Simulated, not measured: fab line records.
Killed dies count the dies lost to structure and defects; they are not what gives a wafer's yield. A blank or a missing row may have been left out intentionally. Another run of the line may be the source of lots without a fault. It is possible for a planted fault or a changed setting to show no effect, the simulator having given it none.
Problem report, 8D (eight disciplines) form, completed by code | flow sky130 | the parts of the form that need people (team, actions taken, sign-off) are left out

## 1. THE PROBLEM
Wafers without a fault read 25, standard deviation 5.5; killed_at_contacts at SKY_PAD_OPEN_PROBE_99 reads a mean of 67 on 6 wafers belonging to 2 lots. Measured from the usual mean, that is +7.6 standard deviations.
The first sign was on wafer L253.1 at day 49 01:19, on prober-02. Wafers with a number at this step in the record: 6, from 2 lots. Rule for "out", or "out of limits": more than 4 standard deviations from the usual mean. All remaining wafers that have a number are taken as sound.

## 2. WHAT IT IS, AND WHAT IT ISN'T
question                    | is                     | is not
which readings at this step | killed_at_contacts     | killed_at_M0_to_M3, killed_at_M4_up, killed_at_front_end, killed_at_other, killed_open, killed_short
which lots                  | L253, L255             | -
which wafers of those lots  | all that have a number | -
read on which tools         | prober-02              | -
when                        | from day 49 01:19      | up to then (0 sound wafers)

## 3. THE SUSPECTS, EACH WITH WHAT RULES IT OUT
Counting: any tool at a process step up to the reading is kept as a suspect provided that every lot that is out went through it and no sound lot did after the first of them.
- cvd_w-02 at SKY_LI_CONTACT_CVD_21 (deposits W, target thk 400 nm, time 120.56 s): kept. It ran every lot that is out, first L253 (day 33 13:44), and no sound lot after that.
- prober-02 at SKY_PAD_OPEN_PROBE_99: kept. It ran every lot that is out, first L253 (day 49 01:19), and no sound lot after that. On those wafers its own readings are out: killed_at_contacts.
Left after counting: cvd_w-02 at SKY_LI_CONTACT_CVD_21, prober-02 at SKY_PAD_OPEN_PROBE_99.

## 4. THE CAUSE (what the simulator had put in)
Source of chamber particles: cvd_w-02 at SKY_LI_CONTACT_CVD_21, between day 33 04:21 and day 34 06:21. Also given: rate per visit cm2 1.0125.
This tool is one of the 2 suspects left after counting.

## 5. THE EFFECT CHAIN, in route order
Each row: a reading whose mean over the struck wafers that have a number lies more than 3 standard deviations from the usual. Scope: only readings with a usual standard deviation given in the record; hours: median across lots of the time from each lot's start at the first step in this table that gives one to its start at this step; sigmas: change in usual standard deviations.
hours | step                  | reading            | usual | on struck wafers | change | sigmas
0     | SKY_PAD_OPEN_PROBE_99 | killed_at_contacts | 25    | 67               | +42    | +7.6
0     | SKY_PAD_OPEN_PROBE_99 | killed_dies        | 88    | 125              | +37    | +4.1
The process steps in it:
- SKY_PAD_OPEN_PROBE_99

## 6. HOW IT WOULD HAVE BEEN CAUGHT EARLIER
First out-of-limits reading in this record: day 49 01:19, which is 381 hours after fault onset at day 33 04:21.
Tool readings at SKY_LI_CONTACT_CVD_21 with a usual standard deviation given in the record: none out on any struck wafer, hence no alarm at a limit of 4 standard deviations on them.
All the lots that are out (2) had begun SKY_LI_CONTACT_CVD_21 on cvd_w-02 by day 49 01:19. None of them would have been spared by holding the tool at that moment.
